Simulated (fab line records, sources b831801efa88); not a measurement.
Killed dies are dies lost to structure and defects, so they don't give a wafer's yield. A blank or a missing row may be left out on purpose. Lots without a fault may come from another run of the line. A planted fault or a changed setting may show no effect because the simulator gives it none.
fab line records | flow sfq_line
record lots=6 wafers=18 last_day=86
route steps=325 shown I2@113 M3@118
lots that met no fault: from a run of the same line without faults
start_h: hours from the record's first day to the start of the lot's first wafer shown | wait_h: hours since the lot's step before | " the same as in the row above | L1.1+2: a row that stands for several wafers | - no value, or no start given | * or withheld: withheld | < > ~ a bound
route shown NAME@n: a module of which the file shows steps, and the number in the route of the first | usual: mean/standard deviation of fault-free wafers | same: alike in all rows | chamber/n: place in a boat | sites: the reading at each site | _std_site: their standard deviation | _edge_site: outer sites' mean less inner sites' | radius_mm: how far each site lies from the wafer's centre | mask NAME#n: copy n | behind: the tool/chamber that last shaped the wafer | hold: why the lot was held/for how many hours/how that ended | device: the transistor (n, p or np) that didn't switch | end of line: the same wafers' tests at the end of the route | a step without rows: its recipe alone | killed: dies lost to structure and defects at the first sort, not the wafer's yield | map: a wafer's dies, x killed, . not, _ none there
set.NAME: the setting as run; set.NAME@STEP: as run at that earlier step | model.NAME: the simulator's own value behind a step, which no gauge read
lots at some steps of the route; a table a step, a row a wafer
services: from which hour (start_h, from the record's first day; less than 0 if before it) a tool's chamber was out of use, for how many hours, and why
## steps
# step SFQ_I2_OVL_MEAS_918
# usual I2_OVL=-1/5.1
# columns lot.wafer tool chamber start_h wait_h I2_OVL[nm]
L540.2 overlay-02 - 733.17 0.1 9
L540.3 " - " " 0
L540.5 " - " " 3
L548.1 overlay-01 - 969.97 0.1 -2
L548.4 " - " " -3
L548.5 " - " " 0
L549.1 overlay-01 - 980.57 0.1 -5
L549.2 " - " " 0
L549.3 " - " " 2
L551.1 overlay-01 - 990.17 0.1 5
L551.5 " - " " 11
L551.6 " - " " 7
L553.2 overlay-01 - 1106.52 0.1 -5
L553.5 " - " " -4
L553.6 " - " " -4
L555.1 overlay-02 - 1112.51 0.1 2
L555.2 " - " " -6
L555.4 " - " " -4
# step SFQ_TRILAYER_I2_VIA_BARC_OPEN_VIA_ETCH_096
# recipe mask_material=PR chemistry=O2 target_depth_nm=125 target=BARC source_w=486.2 bias_w=80 pressure_mtorr=30 time_s=41.7
# usual drypump_motor_current_A=5.9/0.47 oes_product_au=0.685/0.0044
# columns lot.wafer tool chamber start_h wait_h drypump_motor_current_A oes_product_au rf_hours_counter_h
L540.2 rie_diel-03 2 733.20 0.0 5.8 0.678 23
L540.3 " 1 " " 6.2 0.685 4
L540.5 " 0 " " 6.1 0.680 -
L548.1 rie_diel-02 3 970.00 0.0 5.6 0.687 14
L548.4 " 0 " " 5.9 0.684 4
L548.5 " 3 " " 5.6 0.687 -
L549.1 rie_diel-01 2 980.60 0.0 5.5 0.685 2
L549.2 " 0 " " 6.7 0.686 3
L549.3 " 3 " " 5.8 0.686 7
L551.1 rie_diel-02 3 990.20 0.0 5.6 0.683 15
L551.5 " 2 " " 5.0 0.683 -
L551.6 " 3 " " 5.6 0.682 -
L553.2 rie_diel-01 2 1106.55 0.0 5.5 0.686 4
L553.5 " 3 " " 5.8 0.679 -
L553.6 " 0 " " 6.7 0.686 -
L555.1 rie_diel-01 1 1112.55 0.0 6.3 0.692 12
L555.2 " 0 " " 6.7 0.685 5
L555.4 " 2 " " 5.5 0.686 4
# step SFQ_TRILAYER_I2_VIA_ETCH_VIA_ETCH_070
# recipe target=SiO2 stop_on=Nb mask_material=PR taper_deg=20 chemistry=CHF3 target_depth_nm=260 source_w=500 bias_w=80 pressure_mtorr=30 time_s=withheld
# usual drypump_motor_current_A=5.9/0.47 oes_product_au=0.853/0.0048
# columns lot.wafer tool chamber start_h wait_h drypump_motor_current_A oes_product_au
L540.2 rie_diel-03 2 733.24 0.0 5.8 0.849
L540.3 " 1 " " 6.2 0.853
L540.5 " 0 " " 6.1 0.848
L548.1 rie_diel-02 3 970.04 0.0 5.6 0.850
L548.4 " 0 " " 5.9 0.853
L548.5 " 3 " " 5.6 0.850
L549.1 rie_diel-01 2 980.64 0.0 5.5 0.856
L549.2 " 0 " " 6.7 0.861
L549.3 " 3 " " 5.8 0.860
L551.1 rie_diel-02 3 990.24 0.0 5.6 0.862
L551.5 " 2 " " 5.0 0.856
L551.6 " 3 " " 5.6 0.851
L553.2 rie_diel-01 2 1106.59 0.0 5.4 0.850
L553.5 " 3 " " 5.8 0.859
L553.6 " 0 " " 6.7 0.860
L555.1 rie_diel-01 1 1112.59 0.0 6.3 0.847
L555.2 " 0 " " 6.8 0.845
L555.4 " 2 " " 5.5 0.854
# step SFQ_TRILAYER_I2_VIA_STRIP_STRIP_071
# recipe gas=O2 power_w=200 platen_temp_c=40 overash_fraction=0.65 chemistry=O2 pressure_mtorr=50
# usual drypump_motor_current_A=5.8/0.59 oes_product_au=0.999/0.0073 platen_temp_c=39.99/0.1
# columns lot.wafer tool chamber start_h wait_h drypump_motor_current_A oes_product_au platen_temp_c rf_hours_counter_h
L540.2 rie_metal-01 0 733.35 - 5.3 0.992 39.98 135
L540.3 " 0 " " 5.3 1.009 40.03 -
L540.5 " 1 " " 6.2 1.004 39.95 -
L548.1 rie_metal-04 0 970.16 - 4.8 0.998 39.82 140
L548.4 " 0 " " 4.8 1.005 40.00 -
L548.5 " 1 " " 5.8 0.995 39.94 -
L549.1 rie_metal-03 1 980.76 - 6.1 0.988 40.15 75
L549.2 " 0 " " 6.6 1.001 39.95 67
L549.3 " 1 " " 6.1 0.999 39.91 -
L551.1 rie_metal-01 1 990.36 - 6.2 0.997 40.05 125
L551.5 " 1 " " 6.2 0.990 39.93 -
L551.6 " 0 " " 5.3 0.988 39.94 -
L553.2 rie_metal-03 0 1106.70 - 6.6 0.987 39.97 87
L553.5 " 1 " " 6.1 0.995 40.06 -
L553.6 " 0 " " 6.7 0.990 40.09 -
L555.1 rie_metal-04 1 1112.70 - 5.8 0.985 39.99 11
L555.2 " 0 " " 4.8 1.006 40.04 16
L555.4 " 0 " " 4.8 1.002 40.09 -
# step SFQ_TRILAYER_I2_VIA_STRIP_SOLV_CLEAN_072
# recipe chemistry=NMP temp_c=70 time_s=600
# step SFQ_TRILAYER_M3_DEP_PRE_CLEAN_074
# recipe gas=Ar time_s=22.5 bias_v=250
# step SFQ_TRILAYER_M3_DEP_SPUTTER_073
# recipe material=Nb base_pressure_pa=1.33e-06 chamber_pressure_pa=0.1333 substrate_temp_c=20 resputter_cathode_voltage_v=400 target_thk_nm=200 power_w=2050 time_s=133.3
# usual throttle_valve_pct=29.6/1.1
# columns lot.wafer tool chamber start_h wait_h throttle_valve_pct
L540.2 pvd_sputter-04 - 734.15 0.0 30.9
L540.3 " - " " 30.2
L540.5 " - " " 28.9
L548.1 pvd_sputter-04 - 970.96 0.0 30.3
L548.4 " - " " 30.9
L548.5 " - " " 29.0
L549.1 pvd_sputter-06 - 981.58 0.0 29.2
L549.2 " - " " 30.2
L549.3 " - " " 28.8
L551.1 pvd_sputter-06 - 991.16 0.0 30.1
L551.5 " - " " 29.3
L551.6 " - " " 28.5
L553.2 pvd_sputter-04 - 1107.52 0.0 30.1
L553.5 " - " " 28.9
L553.6 " - " " 29.3
L555.1 pvd_sputter-06 - 1113.52 0.0 28.2
L555.2 " - " " 28.8
L555.4 " - " " 30.5
# step SFQ_M3_RS_MEAS_919
# recipe thk_meas_gauge=four-point-probe reads=Nb_of_TRILAYER_M3_DEP_SPUTTER_073
# usual M3_NB_RS=0.869/0.0087
# columns lot.wafer tool chamber start_h wait_h M3_NB_RS[ohm/sq]
L540.2 film_metro-03 - 734.26 0.1 0.859
L540.3 " - " " 0.857
L540.5 " - " " 0.855
L548.1 film_metro-03 - 971.05 0.0 0.876
L548.4 " - " " 0.870
L548.5 " - " " 0.865
L549.1 film_metro-03 - 981.67 0.0 0.853
L549.2 " - " " 0.855
L549.3 " - " " 0.862
L551.1 film_metro-01 - 991.25 0.0 0.865
L551.5 " - " " 0.861
L551.6 " - " " 0.876
L553.2 film_metro-03 - 1107.63 0.1 0.858
L553.5 " - " " 0.857
L553.6 " - " " 0.862
L555.1 film_metro-02 - 1113.61 0.0 0.858
L555.2 " - " " 0.876
L555.4 " - " " 0.860
# step SFQ_TRILAYER_M3_LITHO_COAT_080
# recipe resist=BARC spin_rpm=3000 resist_thk_nm=62
# step SFQ_TRILAYER_M3_LITHO_COAT_075
# recipe resist=KrF spin_rpm=3000 resist_thk_nm=600
# step SFQ_TRILAYER_M3_LITHO_SOFTBAKE_079
# recipe temp_c=withheld time_s=withheld resist=KrF
# step SFQ_TRILAYER_M3_LITHO_EXPOSE_076
# recipe mask_id=M3 na=0.6 source_shape=conventional sigma_outer=0.65 target_cd_nm=500 dose_mj=14.4
# usual exposure_dose_mJ_cm2=14.399/0.014 focus_offset_nm=-0.1/0.54 na=0.6/0
# columns lot.wafer tool chamber start_h wait_h mask exposure_dose_mJ_cm2 focus_offset_nm na
L540.2 krf_scanner-02 0 870.67 - M3#0 14.382 -0.2 0.6
L540.3 " 0 " " M3#0 14.394 -0.1 0.6
L540.5 " 0 " " M3#0 14.406 1.2 0.6
L548.1 krf_scanner-02 - 1107.41 - M3#0 - - -
L548.4 " - " " M3#0 - - -
L548.5 " - " " M3#0 - - -
L549.1 krf_scanner-02 - 1118.21 - M3#0 - - -
L549.2 " - " " M3#0 - - -
L549.3 " - " " M3#0 - - -
L551.1 krf_scanner-02 0 1125.41 - M3#0 14.406 -0.1 0.6
L551.5 " 0 " " M3#0 14.405 -0.4 0.6
L551.6 " 0 " " M3#0 14.415 -0.3 0.6
L553.2 krf_scanner-02 0 1128.01 - M3#0 14.411 -0.8 0.6
L553.5 " 0 " " M3#0 14.411 -0.6 0.6
L553.6 " 0 " " M3#0 14.392 -0.7 0.6
L555.1 krf_scanner-02 0 1130.21 - M3#0 14.391 0.3 0.6
L555.2 " 0 " " M3#0 14.402 -0.5 0.6
L555.4 " 0 " " M3#0 14.389 -1.3 0.6
# step SFQ_TRILAYER_M3_LITHO_PEB_078
# recipe peb_temp_c=115 peb_time_s=60 resist=KrF
## services
# columns tool chamber start_h hours kind
rie_metal-04 - 728.46 28.1 pm
rie_diel-01 - 731.31 2.8 pm
rie_diel-02 2 740.42 8.1 repair
krf_scanner-02 - 758.33 4.0 pm
rie_metal-01 - 776.70 0.8 repair
rie_diel-01 - 787.69 14.6 pm
pvd_sputter-04 - 797.96 8.8 repair
krf_scanner-02 - 800.14 1.3 pm
rie_diel-03 - 800.74 2.7 repair
krf_scanner-02 - 806.24 1.0 pm
pvd_sputter-04 - 838.04 4.0 repair
pvd_sputter-06 - 847.61 1.6 repair
krf_scanner-02 - 849.33 0.8 pm
rie_metal-03 0 863.06 8.7 repair
rie_metal-03 1 864.56 7.5 repair
rie_diel-03 1 865.09 16.6 repair
pvd_sputter-04 - 887.88 1.3 repair
rie_diel-01 1 897.97 7.8 repair
krf_scanner-02 - 902.34 5.5 repair
rie_diel-01 2 941.91 12.6 repair
pvd_sputter-04 - 967.63 2.6 repair
krf_scanner-02 - 974.22 1.0 pm
krf_scanner-02 - 976.42 1.3 pm
krf_scanner-02 - 1019.06 0.8 pm
## key
first_sign step=SFQ_TRILAYER_M3_LITHO_EXPOSE_076 reading=tool_record direction=missing
effect none on later readings
met_at SFQ_TRILAYER_M3_LITHO_EXPOSE_076
struck_wafers L548.1,L548.4,L548.5,L549.1,L549.2,L549.3
onset_between 870.67 1107.41
fault kind=skipped_step_whole tool=krf_scanner-02 chamber=- onset_h=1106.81 steps=SFQ_TRILAYER_M3_LITHO_EXPOSE_076 scope=struck_lots_only
